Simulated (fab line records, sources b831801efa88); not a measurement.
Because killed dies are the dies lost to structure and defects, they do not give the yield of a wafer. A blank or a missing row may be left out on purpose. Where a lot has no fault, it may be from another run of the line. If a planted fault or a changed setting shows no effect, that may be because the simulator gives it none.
fab line records | flow sky130 | part 1 of 2: steps 1 to 29 of 40
record: lots: 5 | wafers: 15 | last-day: 49
route steps=708 shown VT_ADJUST_HVTP@91 VT_ADJUST_LVTN@97 VT_ADJUST_NCORE@119
lots with no fault: from the same line, run without faults
start-h: hours from the record's opening day to when the first of the lot's shown wafers began | wait-h: how many hours have passed since the lot's step before this one | " repeats the value in the row above | L1.1+2: one row covering several wafers at once | - no value present, or no start provided | * or withheld: withheld | < > ~ a bound
route shown NAME@n: a module of which the file shows steps, and the number in the route of the first | usual: the fault-free wafers' mean and standard deviation | same: alike in all rows | chamber/n: place in a boat | sites: per-site readings | _std_site: their standard deviation | _edge_site: outer sites' mean less inner sites' | radius-mm: how far each site lies from the wafer's centre | mask NAME#n: copy n | behind: tool/chamber where the wafer was last shaped | hold: why the lot went on hold/how many hours it stayed there/how the hold came to an end | device: whichever transistor did not switch (one of n, p or np) | end of line: tests run on the same wafers once the route is complete | a step given without rows: its recipe and nothing more | killed: dies lost to structure and defects at the first sort, not the wafer's yield | map: a wafer's dies, x killed, . not, _ none there
set.NAME: the run value of the setting; set.NAME@STEP: its run value at that earlier step | model.NAME: the simulator's own value behind a step, which no gauge read
lots seen at some steps along the route; tables by step, rows by wafer
services: the hour from which a tool's chamber was out of use, counted from the record's first day as start-h (under 0 if before that day), plus the number of hours and why
== steps ==
step: SKY_VT_ADJUST_HVTP_DEVELOP_06
recipe: resist: NOVOLAK | developer: TMAH | develop-time-s: 60 | dev-temp-c: 23
usual: developer-temp-C: 23.00/0.11
lot.wafer | tool           | chamber | start-h | wait-h | developer-temp-C
L075.1    | litho-track-02 | 0       | 134.91  | 0.1    | 23.02
L075.2    | "              | 0       | "       | "      | 22.74
L075.4    | "              | 0       | "       | "      | 22.98
L081.3    | litho-track-03 | 0       | 163.99  | 0.1    | 22.97
L081.4    | "              | 0       | "       | "      | 23.17
L081.6    | "              | 0       | "       | "      | 23.02
L087.2    | litho-track-04 | 0       | 210.93  | 0.1    | 22.82
L087.3    | "              | 0       | "       | "      | 23.08
L087.4    | "              | 0       | "       | "      | 22.95
L091.1    | litho-track-03 | 0       | 228.64  | 0.1    | 23.14
L091.4    | "              | 0       | "       | "      | 23.06
L091.6    | "              | 0       | "       | "      | 23.00
L093.1    | litho-track-04 | 0       | 245.16  | 0.1    | 23.21
L093.2    | "              | 0       | "       | "      | 23.14
L093.5    | "              | 0       | "       | "      | 23.14
step: SKY_VT_ADJUST_HVTP_CD_MEAS_07
recipe: target-cd-nm: 380
usual: cd-nm: 380.0/2.3
lot.wafer | tool      | chamber | start-h | wait-h | cd-nm
L075.1    | cd-sem-01 | -       | 135.06  | 0.1    | 378.4
L075.2    | "         | -       | "       | "      | 379.1
L075.4    | "         | -       | "       | "      | 380.6
L081.3    | cd-sem-02 | -       | 164.13  | 0.1    | 379.3
L081.4    | "         | -       | "       | "      | 376.4
L081.6    | "         | -       | "       | "      | 377.6
L087.2    | cd-sem-01 | -       | 211.08  | 0.1    | 381.8
L087.3    | "         | -       | "       | "      | 376.3
L087.4    | "         | -       | "       | "      | 376.4
L091.1    | cd-sem-01 | -       | 228.79  | 0.1    | 380.4
L091.4    | "         | -       | "       | "      | 379.4
L091.6    | "         | -       | "       | "      | 378.9
L093.1    | cd-sem-02 | -       | 245.31  | 0.1    | 379.5
L093.2    | "         | -       | "       | "      | 382.7
L093.5    | "         | -       | "       | "      | 382.9
step: SKY_VT_ADJUST_HVTP_OVL_MEAS_08
usual: VT_ADJUST_HVTP_OVL: -0.9/1.2
lot.wafer | tool       | chamber | start-h | wait-h | VT_ADJUST_HVTP_OVL[nm]
L075.1    | overlay-01 | -       | 135.18  | 0.1    | -0.3
L075.2    | "          | -       | "       | "      | -1.5
L075.4    | "          | -       | "       | "      | -0.4
L081.3    | overlay-01 | -       | 164.23  | 0.1    | -0.6
L081.4    | "          | -       | "       | "      | 0.9
L081.6    | "          | -       | "       | "      | 0.2
L087.2    | overlay-02 | -       | 211.18  | 0.1    | 0.8
L087.3    | "          | -       | "       | "      | -0.7
L087.4    | "          | -       | "       | "      | 0.3
L091.1    | overlay-02 | -       | 228.91  | 0.1    | -2.2
L091.4    | "          | -       | "       | "      | -1.4
L091.6    | "          | -       | "       | "      | -2.6
L093.1    | overlay-01 | -       | 245.43  | 0.1    | -0.8
L093.2    | "          | -       | "       | "      | -1.5
L093.5    | "          | -       | "       | "      | -0.7
step: SKY_VT_ADJUST_HVTP_IMPLANT_09
recipe: species: As | energy-kev: 150 | dose-cm2: 4.3e+12 | tilt-deg: withheld
usual: beam-energy-keV: 150.00/0.039
lot.wafer | tool         | chamber | start-h | wait-h | beam-energy-keV
L075.1    | implanter-04 | 0       | 135.22  | 0.0    | 150.03
L075.2    | "            | 0       | "       | "      | 150.01
L075.4    | "            | 0       | "       | "      | 149.97
L081.3    | implanter-01 | 0       | 164.30  | 0.1    | 150.10
L081.4    | "            | 0       | "       | "      | 150.01
L081.6    | "            | 0       | "       | "      | 149.99
L087.2    | implanter-04 | 0       | 211.24  | 0.0    | 149.97
L087.3    | "            | 0       | "       | "      | 150.01
L087.4    | "            | 0       | "       | "      | 150.04
L091.1    | implanter-04 | 0       | 228.95  | 0.0    | 150.03
L091.4    | "            | 0       | "       | "      | 150.07
L091.6    | "            | 0       | "       | "      | 150.00
L093.1    | implanter-04 | 0       | 245.46  | 0.0    | 150.04
L093.2    | "            | 0       | "       | "      | 149.96
L093.5    | "            | 0       | "       | "      | 150.00
step: SKY_VT_ADJUST_HVTP_STRIP_10
recipe: chemistry: O2/N2 | power-w: 1400 | pressure-mtorr: 1500 | platen-temp-c: withheld | o2-flow-sccm: 3000 | n2-flow-sccm: 300 | overash-fraction: 0.5
usual: drypump-motor-current-A: 6.18/0.28 | oes-product-au: 0.716/0.0046 | strip-time-to-endpoint-s: 14.19/0.035
lot.wafer | tool            | chamber | start-h | wait-h | drypump-motor-current-A | oes-product-au | rf-hours-counter-h | strip-time-to-endpoint-s
L075.1    | plasma-asher-04 | 1       | 135.37  | 0.1    | 6.38                    | 0.708          | 42                 | 14.23
L075.2    | "               | 0       | "       | "      | 6.42                    | 0.710          | 42                 | 14.16
L075.4    | "               | 1       | "       | "      | 6.37                    | 0.716          | -                  | 14.22
L081.3    | plasma-asher-01 | 0       | 164.43  | 0.1    | 5.87                    | 0.713          | -                  | 14.14
L081.4    | "               | 1       | "       | "      | 5.71                    | 0.716          | -                  | 14.17
L081.6    | "               | 1       | "       | "      | 5.74                    | 0.718          | -                  | 14.11
L087.2    | plasma-asher-04 | 1       | 211.36  | 0.1    | 6.46                    | 0.710          | 49                 | 14.18
L087.3    | "               | 1       | "       | "      | 6.43                    | 0.716          | -                  | 14.13
L087.4    | "               | 0       | "       | "      | 6.44                    | 0.722          | -                  | 14.17
L091.1    | plasma-asher-01 | 0       | 229.10  | 0.1    | 5.87                    | 0.724          | 56                 | 14.20
L091.4    | "               | 1       | "       | "      | 5.69                    | 0.717          | -                  | 14.19
L091.6    | "               | 0       | "       | "      | 5.88                    | 0.710          | -                  | 14.26
L093.1    | plasma-asher-01 | 0       | 245.61  | 0.1    | 5.87                    | 0.720          | 58                 | 14.15
L093.2    | "               | 1       | "       | "      | 5.71                    | 0.718          | 58                 | 14.19
L093.5    | "               | 1       | "       | "      | 5.72                    | 0.719          | -                  | 14.16
step: SKY_VT_ADJUST_HVTP_TW_MEAS_11
usual: VT_ADJUST_HVTP_TW: 1370/11
lot.wafer | tool          | chamber | start-h | wait-h | VT_ADJUST_HVTP_TW
L075.1    | film-metro-01 | -       | 135.47  | 0.1    | 1373
L075.2    | "             | -       | "       | "      | 1363
L075.4    | "             | -       | "       | "      | 1360
L081.3    | film-metro-04 | -       | 164.52  | 0.1    | 1350
L081.4    | "             | -       | "       | "      | 1362
L081.6    | "             | -       | "       | "      | 1363
L087.2    | film-metro-01 | -       | 211.47  | 0.1    | 1363
L087.3    | "             | -       | "       | "      | 1374
L087.4    | "             | -       | "       | "      | 1368
L091.1    | film-metro-01 | -       | 229.20  | 0.1    | 1374
L091.4    | "             | -       | "       | "      | 1373
L091.6    | "             | -       | "       | "      | 1368
L093.1    | film-metro-01 | -       | 245.71  | 0.1    | 1371
L093.2    | "             | -       | "       | "      | 1374
L093.5    | "             | -       | "       | "      | 1374
step: SKY_VT_ADJUST_LVTN_DEHYDRATE_00
recipe: temp-c: 200 | time-s: 60
lot.wafer  | tool           | chamber | start-h | wait-h
L075.1+2+4 | litho-track-03 | 0       | 144.69  | 9.2
L081.3+4+6 | litho-track-01 | 0       | 173.92  | 9.4
L087.2+3+4 | litho-track-01 | 0       | 221.65  | 10.2
L091.1+4+6 | litho-track-01 | 0       | 239.87  | 10.7
L093.1+2+5 | litho-track-03 | 0       | 257.14  | 11.4
step: SKY_VT_ADJUST_LVTN_HMDS_01
recipe: prime-time-s: 60 | prime-temp-c: 120
same: prime-time-s: 60
lot.wafer  | tool           | chamber | start-h | wait-h
L075.1+2+4 | litho-track-03 | 0       | 144.84  | 0.1
L081.3+4+6 | litho-track-01 | 0       | 174.07  | 0.1
L087.2+3+4 | litho-track-01 | 0       | 221.80  | 0.1
L091.1+4+6 | litho-track-01 | 0       | 240.02  | 0.1
L093.1+2+5 | litho-track-03 | 0       | 257.29  | 0.1
step: SKY_VT_ADJUST_LVTN_COAT_02
recipe: spin-rpm: 2000 | resist-thk-nm: 3000
usual: spin-speed-rpm: 2000.0/1.5
lot.wafer | tool           | chamber | start-h | wait-h | spin-speed-rpm
L075.1    | litho-track-03 | 0       | 144.99  | 0.1    | 2000.2
L075.2    | "              | 0       | "       | "      | 1999.8
L075.4    | "              | 0       | "       | "      | 1999.5
L081.3    | litho-track-01 | 0       | 174.22  | 0.1    | 2000.0
L081.4    | "              | 0       | "       | "      | 1998.4
L081.6    | "              | 0       | "       | "      | 1998.1
L087.2    | litho-track-01 | 0       | 221.95  | 0.1    | 2000.9
L087.3    | "              | 0       | "       | "      | 2000.1
L087.4    | "              | 0       | "       | "      | 2002.7
L091.1    | litho-track-01 | 0       | 240.17  | 0.1    | 1999.9
L091.4    | "              | 0       | "       | "      | 1999.5
L091.6    | "              | 0       | "       | "      | 1999.3
L093.1    | litho-track-03 | 0       | 257.44  | 0.1    | 2000.8
L093.2    | "              | 0       | "       | "      | 2000.1
L093.5    | "              | 0       | "       | "      | 2001.0
step: SKY_VT_ADJUST_LVTN_SOFTBAKE_03
recipe: temp-c: 110 | time-s: withheld
lot.wafer  | tool           | chamber | start-h | wait-h
L075.1+2+4 | litho-track-03 | 0       | 145.14  | 0.1
L081.3+4+6 | litho-track-01 | 0       | 174.39  | 0.1
L087.2+3+4 | litho-track-01 | 0       | 222.11  | 0.1
L091.1+4+6 | litho-track-01 | 0       | 240.32  | 0.1
L093.1+2+5 | litho-track-03 | 0       | 257.59  | 0.1
step: SKY_VT_ADJUST_LVTN_EXPOSE_04
recipe: mask-id: NWM_COMPLEMENT_LESS_NATIVE | na: 0.6 | source-shape: conventional | sigma-outer: 0.6 | polarization: unpolarized | target-cd-nm: 840 | dose-mj: 194
same: na: 0.6
lot.wafer  | tool             | chamber | start-h | wait-h | mask
L075.1+2+4 | iline-stepper-01 | 0       | -       | -      | NWM_COMPLEMENT_LESS_NATIVE#0
L081.3+4+6 | iline-stepper-01 | 0       | -       | -      | NWM_COMPLEMENT_LESS_NATIVE#0
L087.2+3+4 | iline-stepper-02 | 0       | -       | -      | NWM_COMPLEMENT_LESS_NATIVE#0
L091.1+4+6 | iline-stepper-01 | 0       | -       | -      | NWM_COMPLEMENT_LESS_NATIVE#0
L093.1+2+5 | iline-stepper-01 | 0       | -       | -      | NWM_COMPLEMENT_LESS_NATIVE#0
step: SKY_VT_ADJUST_LVTN_PEB_05
recipe: temp-c: 115 | time-s: withheld
lot.wafer  | tool           | chamber | start-h | wait-h
L075.1+2+4 | litho-track-02 | 0       | -       | -
L081.3+4+6 | litho-track-01 | 0       | -       | -
L087.2+3+4 | litho-track-02 | 0       | -       | -
L091.1+4+6 | litho-track-02 | 0       | -       | -
L093.1+2+5 | litho-track-01 | 0       | -       | -
step: SKY_VT_ADJUST_LVTN_DEVELOP_06
recipe: wall-angle-deg: 90 | developer: TMAH | develop-time-s: 60 | dev-temp-c: 23
usual: developer-temp-C: 23.02/0.089
lot.wafer | tool           | chamber | start-h | wait-h | developer-temp-C
L075.1    | litho-track-02 | 0       | -       | -      | 23.24
L075.2    | "              | 0       | "       | "      | 22.95
L075.4    | "              | 0       | "       | "      | 22.92
L081.3    | litho-track-01 | 0       | -       | -      | 23.13
L081.4    | "              | 0       | "       | "      | 22.80
L081.6    | "              | 0       | "       | "      | 22.82
L087.2    | litho-track-02 | 0       | -       | -      | 23.11
L087.3    | "              | 0       | "       | "      | 23.05
L087.4    | "              | 0       | "       | "      | 22.98
L091.1    | litho-track-02 | 0       | -       | -      | 23.01
L091.4    | "              | 0       | "       | "      | 23.10
L091.6    | "              | 0       | "       | "      | 23.07
L093.1    | litho-track-01 | 0       | -       | -      | 22.96
L093.2    | "              | 0       | "       | "      | 23.01
L093.5    | "              | 0       | "       | "      | 22.92
step: SKY_VT_ADJUST_LVTN_OVL_MEAS_07
usual: VT_ADJUST_LVTN_OVL: -0.2/1.5
lot.wafer | tool       | chamber | start-h | wait-h | VT_ADJUST_LVTN_OVL[nm]
L075.1    | overlay-02 | -       | 155.11  | -      | -0.4
L075.2    | "          | -       | "       | "      | -1.9
L075.4    | "          | -       | "       | "      | -1.3
L081.3    | overlay-01 | -       | 185.09  | -      | 0.0
L081.4    | "          | -       | "       | "      | 1.3
L081.6    | "          | -       | "       | "      | -0.1
L087.2    | overlay-01 | -       | 233.27  | -      | 1.3
L087.3    | "          | -       | "       | "      | 0.7
L087.4    | "          | -       | "       | "      | 2.4
L091.1    | overlay-02 | -       | 252.31  | -      | 0.7
L091.4    | "          | -       | "       | "      | 3.1
L091.6    | "          | -       | "       | "      | -0.4
L093.1    | overlay-02 | -       | 269.57  | -      | -2.8
L093.2    | "          | -       | "       | "      | -1.8
L093.5    | "          | -       | "       | "      | -0.1
step: SKY_VT_ADJUST_LVTN_IMPLANT_08
recipe: species: B | energy-kev: 30 | dose-cm2: 1.57e+12 | tilt-deg: withheld
usual: beam-energy-keV: 30.002/0.0088
lot.wafer | tool         | chamber | start-h | wait-h | beam-energy-keV
L075.1    | implanter-02 | 0       | 155.15  | 0.0    | 30.001
L075.2    | "            | 0       | "       | "      | 30.003
L075.4    | "            | 0       | "       | "      | 30.003
L081.3    | implanter-01 | 0       | 185.16  | 0.1    | 30.006
L081.4    | "            | 0       | "       | "      | 29.996
L081.6    | "            | 0       | "       | "      | 30.016
L087.2    | implanter-02 | 0       | 233.32  | 0.0    | 30.009
L087.3    | "            | 0       | "       | "      | 30.001
L087.4    | "            | 0       | "       | "      | 30.004
L091.1    | implanter-04 | 0       | 252.34  | 0.0    | 29.983
L091.4    | "            | 0       | "       | "      | 29.984
L091.6    | "            | 0       | "       | "      | 29.981
L093.1    | implanter-02 | 0       | 269.61  | 0.0    | 29.992
L093.2    | "            | 0       | "       | "      | 29.993
L093.5    | "            | 0       | "       | "      | 30.013
step: SKY_VT_ADJUST_LVTN_STRIP_09
recipe: chemistry: O2/N2 | power-w: 1400 | pressure-mtorr: 1500 | platen-temp-c: withheld | o2-flow-sccm: 3000 | n2-flow-sccm: 300 | overash-fraction: 0.5
usual: drypump-motor-current-A: 6.0/0.58 | oes-product-au: 0.722/0.0044 | strip-time-to-endpoint-s: 36.90/0.11
lot.wafer | tool            | chamber | start-h | wait-h | drypump-motor-current-A | oes-product-au | rf-hours-counter-h | strip-time-to-endpoint-s
L075.1    | plasma-asher-01 | 1       | 155.30  | 0.1    | 5.7                     | 0.718          | 49                 | 36.99
L075.2    | "               | 0       | "       | "      | 5.9                     | 0.721          | 49                 | 37.04
L075.4    | "               | 0       | "       | "      | 5.9                     | 0.724          | -                  | 37.07
L081.3    | plasma-asher-02 | 1       | 185.29  | 0.1    | 4.9                     | 0.727          | -                  | 36.79
L081.4    | "               | 0       | "       | "      | 6.6                     | 0.721          | -                  | 36.80
L081.6    | "               | 0       | "       | "      | 6.6                     | 0.722          | -                  | 36.73
L087.2    | plasma-asher-01 | 0       | 233.45  | 0.1    | 5.9                     | 0.722          | 57                 | 36.85
L087.3    | "               | 1       | "       | "      | 5.7                     | 0.721          | -                  | 36.81
L087.4    | "               | 0       | "       | "      | 5.9                     | 0.726          | -                  | 36.93
L091.1    | plasma-asher-04 | 1       | 252.49  | 0.1    | 6.4                     | 0.714          | 53                 | 36.83
L091.4    | "               | 0       | "       | "      | 6.5                     | 0.727          | -                  | 36.83
L091.6    | "               | 0       | "       | "      | 6.4                     | 0.719          | -                  | 36.86
L093.1    | plasma-asher-02 | 1       | 269.76  | 0.1    | 4.9                     | 0.728          | 14                 | 36.98
L093.2    | "               | 0       | "       | "      | 6.6                     | 0.723          | 14                 | 37.19
L093.5    | "               | 1       | "       | "      | 4.9                     | 0.719          | -                  | 37.08
step: SKY_VT_ADJUST_LVTN_TW_MEAS_10
usual: VT_ADJUST_LVTN_TW: 244.0/1.7
lot.wafer | tool          | chamber | start-h | wait-h | VT_ADJUST_LVTN_TW
L075.1    | film-metro-03 | -       | 155.40  | 0.1    | 243.5
L075.2    | "             | -       | "       | "      | 241.4
L075.4    | "             | -       | "       | "      | 242.7
L081.3    | film-metro-02 | -       | 185.38  | 0.1    | 245.1
L081.4    | "             | -       | "       | "      | 245.5
L081.6    | "             | -       | "       | "      | 246.0
L087.2    | film-metro-02 | -       | 233.56  | 0.1    | 244.4
L087.3    | "             | -       | "       | "      | 244.7
L087.4    | "             | -       | "       | "      | 244.7
L091.1    | film-metro-03 | -       | 252.59  | 0.1    | 241.8
L091.4    | "             | -       | "       | "      | 241.2
L091.6    | "             | -       | "       | "      | 239.3
L093.1    | film-metro-02 | -       | 269.86  | 0.1    | 245.8
L093.2    | "             | -       | "       | "      | 244.5
L093.5    | "             | -       | "       | "      | 245.4
step: SKY_VT_ADJUST_LVTN_DEHYDRATE_11
recipe: temp-c: 200 | time-s: 60
lot.wafer  | tool           | chamber | start-h | wait-h
L075.1+2+4 | litho-track-01 | 0       | 164.62  | 9.2
L081.3+4+6 | litho-track-02 | 0       | 195.66  | 10.3
L087.2+3+4 | litho-track-03 | 0       | 244.67  | 11.1
L091.1+4+6 | litho-track-01 | 0       | 264.57  | 12.0
L093.1+2+5 | litho-track-03 | 0       | 281.79  | 11.9
step: SKY_VT_ADJUST_LVTN_HMDS_12
recipe: prime-time-s: 60 | prime-temp-c: 120
same: prime-time-s: 60
lot.wafer  | tool           | chamber | start-h | wait-h
L075.1+2+4 | litho-track-01 | 0       | 164.77  | 0.1
L081.3+4+6 | litho-track-02 | 0       | 195.81  | 0.1
L087.2+3+4 | litho-track-03 | 0       | 244.82  | 0.1
L091.1+4+6 | litho-track-01 | 0       | 264.72  | 0.1
L093.1+2+5 | litho-track-03 | 0       | 281.94  | 0.1
step: SKY_VT_ADJUST_LVTN_COAT_13
recipe: resist: NOVOLAK | spin-rpm: 3000 | resist-thk-nm: 1140
usual: spin-speed-rpm: 3000.0/2
lot.wafer | tool           | chamber | start-h | wait-h | spin-speed-rpm
L075.1    | litho-track-01 | 0       | 164.92  | 0.1    | 2997.1
L075.2    | "              | 0       | "       | "      | 2997.8
L075.4    | "              | 0       | "       | "      | 3002.2
L081.3    | litho-track-02 | 0       | 195.96  | 0.1    | 3002.6
L081.4    | "              | 0       | "       | "      | 3000.4
L081.6    | "              | 0       | "       | "      | 3003.3
L087.2    | litho-track-03 | 0       | 244.97  | 0.1    | 2997.9
L087.3    | "              | 0       | "       | "      | 2998.9
L087.4    | "              | 0       | "       | "      | 2999.2
L091.1    | litho-track-01 | 0       | 264.87  | 0.1    | 3000.4
L091.4    | "              | 0       | "       | "      | 3000.9
L091.6    | "              | 0       | "       | "      | 3001.2
L093.1    | litho-track-03 | 0       | 282.09  | 0.1    | 3000.1
L093.2    | "              | 0       | "       | "      | 3000.9
L093.5    | "              | 0       | "       | "      | 2999.3
step: SKY_VT_ADJUST_LVTN_SOFTBAKE_14
recipe: temp-c: 90 | time-s: 60 | resist: NOVOLAK
lot.wafer  | tool           | chamber | start-h | wait-h
L075.1+2+4 | litho-track-01 | 0       | 165.07  | 0.1
L081.3+4+6 | litho-track-02 | 0       | 196.11  | 0.1
L087.2+3+4 | litho-track-03 | 0       | 245.12  | 0.1
L091.1+4+6 | litho-track-01 | 0       | 265.02  | 0.1
L093.1+2+5 | litho-track-03 | 0       | 282.24  | 0.1
step: SKY_VT_ADJUST_LVTN_EXPOSE_15
recipe: mask-id: HVN_STD_DERIVED | na: 0.6 | source-shape: conventional | sigma-outer: 0.6 | polarization: unpolarized | target-cd-nm: 600 | dose-mj: 163
same: na: 0.6
lot.wafer  | tool             | chamber | start-h | wait-h | mask
L075.1+2+4 | iline-stepper-02 | 0       | -       | -      | HVN_STD_DERIVED#0
L081.3+4+6 | iline-stepper-01 | 0       | -       | -      | HVN_STD_DERIVED#0
L087.2+3+4 | iline-stepper-02 | 0       | -       | -      | HVN_STD_DERIVED#0
L091.1+4+6 | iline-stepper-01 | 0       | -       | -      | HVN_STD_DERIVED#0
L093.1+2+5 | iline-stepper-02 | 0       | -       | -      | HVN_STD_DERIVED#0
step: SKY_VT_ADJUST_LVTN_PEB_16
recipe: temp-c: withheld | time-s: * | resist: NOVOLAK
lot.wafer  | tool           | chamber | start-h | wait-h
L075.1+2+4 | litho-track-03 | 0       | -       | -
L081.3+4+6 | litho-track-03 | 0       | -       | -
L087.2+3+4 | litho-track-01 | 0       | -       | -
L091.1+4+6 | litho-track-02 | 0       | -       | -
L093.1+2+5 | litho-track-02 | 0       | -       | -
step: SKY_VT_ADJUST_LVTN_DEVELOP_17
recipe: resist: NOVOLAK | developer: TMAH | develop-time-s: 60 | dev-temp-c: 23
usual: developer-temp-C: 23.00/0.11
lot.wafer | tool           | chamber | start-h | wait-h | developer-temp-C
L075.1    | litho-track-03 | 0       | 174.74  | 0.1    | 23.15
L075.2    | "              | 0       | "       | "      | 23.12
L075.4    | "              | 0       | "       | "      | 23.03
L081.3    | litho-track-03 | 0       | 206.44  | 0.1    | 23.11
L081.4    | "              | 0       | "       | "      | 22.96
L081.6    | "              | 0       | "       | "      | 23.21
L087.2    | litho-track-01 | 0       | 257.15  | 0.1    | 22.79
L087.3    | "              | 0       | "       | "      | 22.84
L087.4    | "              | 0       | "       | "      | 22.91
L091.1    | litho-track-02 | 0       | 276.86  | 0.1    | 23.20
L091.4    | "              | 0       | "       | "      | 23.12
L091.6    | "              | 0       | "       | "      | 22.96
L093.1    | litho-track-02 | 0       | 294.91  | 0.1    | 23.06
L093.2    | "              | 0       | "       | "      | 22.92
L093.5    | "              | 0       | "       | "      | 22.93
step: SKY_VT_ADJUST_LVTN_OVL_MEAS_18
usual: VT_ADJUST_LVTN_01_OVL: 0.7/1.6
lot.wafer | tool       | chamber | start-h | wait-h | VT_ADJUST_LVTN_01_OVL[nm]
L075.1    | overlay-02 | -       | 174.89  | 0.1    | 2.6
L075.2    | "          | -       | "       | "      | 1.8
L075.4    | "          | -       | "       | "      | 3.1
L081.3    | overlay-01 | -       | 206.56  | 0.1    | 0.9
L081.4    | "          | -       | "       | "      | 0.3
L081.6    | "          | -       | "       | "      | 0.6
L087.2    | overlay-01 | -       | 257.28  | 0.1    | 0.2
L087.3    | "          | -       | "       | "      | 0.9
L087.4    | "          | -       | "       | "      | -1.2
L091.1    | overlay-01 | -       | 277.01  | 0.1    | -1.3
L091.4    | "          | -       | "       | "      | 0.6
L091.6    | "          | -       | "       | "      | 1.5
L093.1    | overlay-02 | -       | 295.06  | 0.1    | 3.6
L093.2    | "          | -       | "       | "      | 0.1
L093.5    | "          | -       | "       | "      | 3.8
step: SKY_VT_ADJUST_LVTN_IMPLANT_19
recipe: species: B | energy-kev: 30 | dose-cm2: 6.5e+11 | tilt-deg: withheld
usual: beam-energy-keV: 30.001/0.0085
lot.wafer | tool         | chamber | start-h | wait-h | beam-energy-keV
L075.1    | implanter-02 | 0       | 174.93  | 0.0    | 29.990
L075.2    | "            | 0       | "       | "      | 30.000
L075.4    | "            | 0       | "       | "      | 30.010
L081.3    | implanter-04 | 0       | 206.63  | 0.1    | 30.009
L081.4    | "            | 0       | "       | "      | 30.006
L081.6    | "            | 0       | "       | "      | 29.999
L087.2    | implanter-04 | 0       | 257.33  | 0.0    | 30.013
L087.3    | "            | 0       | "       | "      | 30.005
L087.4    | "            | 0       | "       | "      | 30.000
L091.1    | implanter-02 | 0       | 277.04  | 0.0    | 30.008
L091.4    | "            | 0       | "       | "      | 30.002
L091.6    | "            | 0       | "       | "      | 29.989
L093.1    | implanter-02 | 0       | 295.09  | 0.0    | 30.008
L093.2    | "            | 0       | "       | "      | 30.009
L093.5    | "            | 0       | "       | "      | 29.980
step: SKY_VT_ADJUST_LVTN_STRIP_20
recipe: chemistry: O2/N2 | power-w: 1400 | pressure-mtorr: 1500 | platen-temp-c: withheld | o2-flow-sccm: 3000 | n2-flow-sccm: 300 | overash-fraction: 0.5
usual: drypump-motor-current-A: 6.0/0.53 | oes-product-au: 0.715/0.0045 | strip-time-to-endpoint-s: 14.17/0.044
lot.wafer | tool            | chamber | start-h | wait-h | drypump-motor-current-A | oes-product-au | rf-hours-counter-h | strip-time-to-endpoint-s
L075.1    | plasma-asher-01 | 1       | 175.08  | 0.1    | 5.7                     | 0.721          | 51                 | 14.13
L075.2    | "               | 0       | "       | "      | 5.9                     | 0.720          | 51                 | 14.15
L075.4    | "               | 0       | "       | "      | 5.9                     | 0.712          | -                  | 14.17
L081.3    | plasma-asher-04 | 0       | 206.76  | 0.1    | 6.4                     | 0.712          | -                  | 14.15
L081.4    | "               | 1       | "       | "      | 6.4                     | 0.712          | -                  | 14.16
L081.6    | "               | 0       | "       | "      | 6.4                     | 0.712          | -                  | 14.13
L087.2    | plasma-asher-01 | 0       | 257.46  | 0.1    | 5.9                     | 0.710          | 59                 | 14.15
L087.3    | "               | 1       | "       | "      | 5.7                     | 0.718          | -                  | 14.16
L087.4    | "               | 0       | "       | "      | 5.9                     | 0.710          | -                  | 14.15
L091.1    | plasma-asher-01 | 1       | 277.19  | 0.1    | 5.7                     | 0.710          | 61                 | 14.18
L091.4    | "               | 0       | "       | "      | 5.9                     | 0.721          | -                  | 14.19
L091.6    | "               | 1       | "       | "      | 5.7                     | 0.717          | -                  | 14.18
L093.1    | plasma-asher-02 | 0       | 295.24  | 0.1    | 6.6                     | 0.715          | 16                 | 14.27
L093.2    | "               | 1       | "       | "      | 4.8                     | 0.722          | 16                 | 14.29
L093.5    | "               | 1       | "       | "      | 4.9                     | 0.721          | -                  | 14.29
step: SKY_VT_ADJUST_LVTN_TW_MEAS_21
usual: VT_ADJUST_LVTN_2_TW: 190.0/1.6
lot.wafer | tool          | chamber | start-h | wait-h | VT_ADJUST_LVTN_2_TW
L075.1    | film-metro-03 | -       | 175.18  | 0.1    | 188.2
L075.2    | "             | -       | "       | "      | 187.4
L075.4    | "             | -       | "       | "      | 188.6
L081.3    | film-metro-03 | -       | 206.85  | 0.1    | 188.0
L081.4    | "             | -       | "       | "      | 187.9
L081.6    | "             | -       | "       | "      | 186.4
L087.2    | film-metro-01 | -       | 257.57  | 0.1    | 193.0
L087.3    | "             | -       | "       | "      | 190.6
L087.4    | "             | -       | "       | "      | 191.6
L091.1    | film-metro-02 | -       | 277.29  | 0.1    | 190.7
L091.4    | "             | -       | "       | "      | 191.2
L091.6    | "             | -       | "       | "      | 190.4
L093.1    | film-metro-02 | -       | 295.34  | 0.1    | 190.6
L093.2    | "             | -       | "       | "      | 190.3
L093.5    | "             | -       | "       | "      | 190.6
step: SKY_VT_ADJUST_NCORE_DEHYDRATE_00
recipe: temp-c: 200 | time-s: 60
lot.wafer  | tool           | chamber | start-h | wait-h
L075.1+2+4 | litho-track-02 | 0       | 184.81  | 9.6
L081.3+4+6 | litho-track-04 | 0       | 217.51  | 10.6
L087.2+3+4 | litho-track-04 | 0       | 269.18  | 11.6
L091.1+4+6 | litho-track-02 | 0       | 290.16  | 12.9
L093.1+2+5 | litho-track-04 | 0       | 307.61  | 12.3
